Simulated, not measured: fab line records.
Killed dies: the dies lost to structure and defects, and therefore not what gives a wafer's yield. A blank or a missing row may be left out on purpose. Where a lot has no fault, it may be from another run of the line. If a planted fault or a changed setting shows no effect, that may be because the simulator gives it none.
Chamber matching :: flow sky130 :: SKY_FIELD_ISO_CMP_27 on cmp-02: 4 sister chambers
The step polishes, stops on Si3N4, t overpolish 16 s, target thk 457.8 nm. 4 wafers are shown with their chamber, then 8 later ones without.

== EACH WAFER AND ITS CHAMBER ==
wafer: L632.2
chamber: 2
motor_current_A (A): 11.8

wafer: L646.4
chamber: 3
motor_current_A (A): 13.6

wafer: L646.5
chamber: 0
motor_current_A (A): 12.2

wafer: L647.1
chamber: 1
motor_current_A (A): 11.4

== WAFERS MISSING THEIR CHAMBER ==
wafer: L647.2
motor_current_A (A): 13.3

wafer: L647.3
motor_current_A (A): 12.0

wafer: L650.1
motor_current_A (A): 12.0

wafer: L650.4
motor_current_A (A): 12.2

wafer: L650.6
motor_current_A (A): 11.2

wafer: L651.2
motor_current_A (A): 12.7

wafer: L651.5
motor_current_A (A): 13.2

wafer: L651.6
motor_current_A (A): 12.0

== THE CHAMBER EACH PASSED THROUGH ==
wafer: L647.2
from the rows above: 3
in truth: 3

wafer: L647.3
from the rows above: can't be placed: 0 or 2 or 1
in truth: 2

wafer: L650.1
from the rows above: can't be placed: 0 or 2 or 1
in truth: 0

wafer: L650.4
from the rows above: can't be placed: 0 or 2
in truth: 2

wafer: L650.6
from the rows above: can't be placed: 1 or 2
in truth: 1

wafer: L651.2
from the rows above: can't be placed: 0 or 2 or 3
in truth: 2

wafer: L651.5
from the rows above: 3
in truth: 3

wafer: L651.6
from the rows above: can't be placed: 0 or 2 or 1
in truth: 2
Correctly placed: 2 of 8. Unplaceable from these rows: 6, with the true chamber sitting among the candidates in 6. Placed wrongly: 0.
How it was worked out, from the rows above alone: a wafer's distance from a chamber is the root of the sum, over the readings, of the square of ((its reading less the chamber's mean) divided by the reading's scatter). The wafer belongs to the nearest chamber; if the next one is less than 2 further off, it can't be placed. For every chamber, the mean is computed from those of its wafers that are shown. The scatter (one wafer shown for each chamber): square how far every hidden wafer sits from the nearest shown wafer, average those squares and take the square root.
